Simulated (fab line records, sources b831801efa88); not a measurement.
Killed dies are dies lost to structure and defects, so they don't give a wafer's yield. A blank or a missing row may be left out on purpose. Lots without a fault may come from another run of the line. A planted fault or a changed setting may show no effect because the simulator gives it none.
Chamber matching | flow gf180mcu | GF_CONTACT_ETCH_16 on rie_diel-01: 4 sister chambers
The step etches BARC in N2/H2. 20 wafers are shown with their chamber, then 10 later ones without.

WAFERS WITH THEIR CHAMBER
wafer  | chamber | drypump_motor_current_A (A) | rf_fwd_power_W (W) | oes_product_au (a.u.)
L190.1 | 3       | 6.8                         | 493.5              | 0.853
L190.3 | 2       | 5.0                         | 498.2              | 0.860
L190.4 | 0       | 5.8                         | 492.6              | 0.858
L191.1 | 1       | 6.0                         | 496.9              | 0.850
L191.3 | 3       | 6.7                         | 493.2              | 0.858
L191.5 | 2       | 5.0                         | 500.9              | 0.855
L196.1 | 3       | 6.7                         | 492.8              | 0.849
L196.3 | 0       | 5.9                         | 495.2              | 0.861
L196.6 | 2       | 5.0                         | 498.4              | 0.847
L197.2 | 3       | 6.8                         | 492.9              | 0.861
L197.4 | 0       | 5.8                         | 491.9              | 0.854
L197.6 | 3       | 6.7                         | 493.2              | 0.853
L199.2 | 2       | 5.0                         | 498.6              | 0.858
L199.4 | 1       | 5.9                         | 495.8              | 0.854
L199.6 | 1       | 5.9                         | 493.7              | 0.847
L203.2 | 3       | 6.8                         | 494.3              | 0.856
L203.3 | 2       | 5.0                         | 496.8              | 0.862
L203.5 | 3       | 6.8                         | 494.1              | 0.852
L204.1 | 2       | 5.0                         | 496.2              | 0.857
L204.4 | 3       | 6.8                         | 491.2              | 0.848

SIGNATURES (means of the wafers above)
reading                 | chamber 0 | chamber 1 | chamber 2 | chamber 3 | scatter within a chamber
drypump_motor_current_A | 5.833     | 5.933     | 5.000     | 6.763     | 0.0448
rf_fwd_power_W          | 493.233   | 495.467   | 498.183   | 493.150   | 1.39
oes_product_au          | 0.85767   | 0.85033   | 0.85650   | 0.85375   | 0.00449
Rule: a wafer's distance from a chamber is the root of the sum, over the readings, of the square of ((its reading less the chamber's mean) divided by the reading's scatter). The wafer belongs to the nearest chamber; if the next one is less than 2 further off, it can't be placed. The scatter: the root of (the sum of the squares of (reading less its chamber's mean) over the shown wafers, divided by (wafers less chambers)).

WAFERS WITHOUT THEIR CHAMBER
wafer  | drypump_motor_current_A (A) | rf_fwd_power_W (W) | oes_product_au (a.u.)
L204.6 | 6.7                         | 494.3              | 0.854
L208.1 | 5.0                         | 496.5              | 0.853
L208.2 | 5.9                         | 494.9              | 0.858
L208.4 | 6.8                         | 492.5              | 0.856
L210.3 | 5.0                         | 499.2              | 0.856
L210.4 | 5.8                         | 492.0              | 0.852
L210.5 | 5.0                         | 496.8              | 0.853
L213.2 | 5.9                         | 494.7              | 0.855
L213.4 | 6.8                         | 492.2              | 0.858
L213.5 | 6.8                         | 491.9              | 0.853

WHICH CHAMBER EACH WENT THROUGH
wafer  | from the rows above     | in truth
L204.6 | 3                       | 3
L208.1 | 2                       | 2
L208.2 | can't be placed: 1 or 0 | 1
L208.4 | 3                       | 3
L210.3 | 2                       | 2
L210.4 | 0                       | 0
L210.5 | 2                       | 2
L213.2 | can't be placed: 1 or 0 | 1
L213.4 | 3                       | 3
L213.5 | 3                       | 3
Placed correctly: 8 of 10. Can't be placed from these rows: 2 (the true chamber is among the candidates in 2). Placed wrongly: 0.
